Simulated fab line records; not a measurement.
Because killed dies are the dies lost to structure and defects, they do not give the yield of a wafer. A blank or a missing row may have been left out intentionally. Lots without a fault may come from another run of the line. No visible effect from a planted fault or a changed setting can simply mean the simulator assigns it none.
Shared-tool check || flow sky130 || Lots sampled 13, wafers sampled 48

## WHAT PROMPTED THE OPENING
SKY_LDD_LDN_TW_MEAS_13, reading LDD_LDN_TW: flagged on 3 of 13 lots. Fault-free wafers read 1483, with a standard deviation of 12.
Rule: flag the lot when none of its wafers has a number, or when each of its wafers that has one lies beyond 4 standard deviations from that mean. All remaining lots are regarded as sound.

{"lot": "L617", "measured": "day 23 09:16", "on": "filmMetro-01", "LDD_LDN_TW, wafer by wafer": "1460 1465 1462", "flag": ""}
{"lot": "L618", "measured": "day 24 06:59", "on": "filmMetro-03", "LDD_LDN_TW, wafer by wafer": "1477 1479 1486", "flag": ""}
{"lot": "L620", "measured": "day 25 01:41", "on": "filmMetro-04", "LDD_LDN_TW, wafer by wafer": "1490 1485 1488", "flag": ""}
{"lot": "L621", "measured": "day 25 05:39", "on": "filmMetro-04", "LDD_LDN_TW, wafer by wafer": "1492 1496 1485", "flag": ""}
{"lot": "L622", "measured": "day 25 06:32", "on": "filmMetro-03", "LDD_LDN_TW, wafer by wafer": "1475 1484 1476", "flag": ""}
{"lot": "L624", "measured": "day 26 06:03", "on": "filmMetro-03", "LDD_LDN_TW, wafer by wafer": "1488 1495 1489", "flag": ""}
{"lot": "L625", "measured": "day 26 13:59", "on": "filmMetro-01", "LDD_LDN_TW, wafer by wafer": "1458 1470 1464", "flag": ""}
{"lot": "L629", "measured": "day 27 12:25", "on": "filmMetro-03", "LDD_LDN_TW, wafer by wafer": "1484 1484 1487", "flag": ""}
{"lot": "L632", "measured": "day 29 11:24", "on": "filmMetro-01", "LDD_LDN_TW, wafer by wafer": "1566 1573 1563 1564 1568 1574", "flag": "FLAGGED"}
{"lot": "L634", "measured": "day 29 11:59", "on": "filmMetro-04", "LDD_LDN_TW, wafer by wafer": "1488 1489 1485", "flag": ""}
{"lot": "L633", "measured": "day 29 12:05", "on": "filmMetro-01", "LDD_LDN_TW, wafer by wafer": "1567 1568 1564 1568 1566 1573", "flag": "FLAGGED"}
{"lot": "L636", "measured": "day 30 05:28", "on": "filmMetro-04", "LDD_LDN_TW, wafer by wafer": "1593 1596 1600 1583 1598 1597", "flag": "FLAGGED"}
{"lot": "L637", "measured": "day 30 11:35", "on": "filmMetro-03", "LDD_LDN_TW, wafer by wafer": "1490 1495 1502", "flag": ""}
The mean of the flagged lots' numbers is 1577, +94 from the usual (+8 standard deviations).

## WHICH TOOL EACH LOT WENT THROUGH
The record keeps 1 process step preceding the reading, out of 708 steps on the route. Read each cell as the tool, then ch plus the chambers that the sampled wafers visited, then the start.
{"lot": "L617", "flag": "", "SKY_LDD_LDN_IMPLANT_10": "implanter-01 ch 0, day 23 08:53"}
{"lot": "L618", "flag": "", "SKY_LDD_LDN_IMPLANT_10": "implanter-04 ch 0, day 24 06:35"}
{"lot": "L620", "flag": "", "SKY_LDD_LDN_IMPLANT_10": "implanter-04 ch 0, day 25 01:17"}
{"lot": "L621", "flag": "", "SKY_LDD_LDN_IMPLANT_10": "implanter-04 ch 0, day 25 05:17"}
{"lot": "L622", "flag": "", "SKY_LDD_LDN_IMPLANT_10": "implanter-01 ch 0, day 25 06:08"}
{"lot": "L624", "flag": "", "SKY_LDD_LDN_IMPLANT_10": "implanter-03 ch 0, day 26 05:41"}
{"lot": "L625", "flag": "", "SKY_LDD_LDN_IMPLANT_10": "implanter-04 ch 0, day 26 13:35"}
{"lot": "L629", "flag": "", "SKY_LDD_LDN_IMPLANT_10": "implanter-03 ch 0, day 27 12:01"}
{"lot": "L632", "flag": "FLAGGED", "SKY_LDD_LDN_IMPLANT_10": "implanter-03 ch 0, day 29 10:41"}
{"lot": "L634", "flag": "", "SKY_LDD_LDN_IMPLANT_10": "implanter-01 ch 0, day 29 11:37"}
{"lot": "L633", "flag": "FLAGGED", "SKY_LDD_LDN_IMPLANT_10": "implanter-04 ch 0, day 29 11:23"}
{"lot": "L636", "flag": "FLAGGED", "SKY_LDD_LDN_IMPLANT_10": "implanter-01 ch 0, day 30 04:41"}
{"lot": "L637", "flag": "", "SKY_LDD_LDN_IMPLANT_10": "implanter-03 ch 0, day 30 11:11"}
What these steps do:
- SKY_LDD_LDN_IMPLANT_10
- SKY_LDD_LDN_TW_MEAS_13

## FLAGGED AGAINST TOTAL, ONE TOOL AT A TIME (gauges that did the reading follow at the end)
{"step": "SKY_LDD_LDN_IMPLANT_10", "tool": "implanter-01", "lots run": 4, "flagged": 1, "share of the flagged lots": "some", "sound lots run after its first flagged lot": 0}
{"step": "SKY_LDD_LDN_IMPLANT_10", "tool": "implanter-03", "lots run": 4, "flagged": 1, "share of the flagged lots": "some", "sound lots run after its first flagged lot": "1 (L637)"}
{"step": "SKY_LDD_LDN_IMPLANT_10", "tool": "implanter-04", "lots run": 5, "flagged": 1, "share of the flagged lots": "some", "sound lots run after its first flagged lot": 0}
{"step": "SKY_LDD_LDN_TW_MEAS_13", "tool": "filmMetro-01", "lots run": 4, "flagged": 2, "share of the flagged lots": "some", "sound lots run after its first flagged lot": 0}
{"step": "SKY_LDD_LDN_TW_MEAS_13", "tool": "filmMetro-03", "lots run": 5, "flagged": 0, "share of the flagged lots": "none", "sound lots run after its first flagged lot": "-"}
{"step": "SKY_LDD_LDN_TW_MEAS_13", "tool": "filmMetro-04", "lots run": 4, "flagged": 1, "share of the flagged lots": "some", "sound lots run after its first flagged lot": 0}

## WHAT THE TABLE ALLOWS
No row of the table ran every flagged lot.

## WHAT WAS PUT IN BY THE SIMULATOR
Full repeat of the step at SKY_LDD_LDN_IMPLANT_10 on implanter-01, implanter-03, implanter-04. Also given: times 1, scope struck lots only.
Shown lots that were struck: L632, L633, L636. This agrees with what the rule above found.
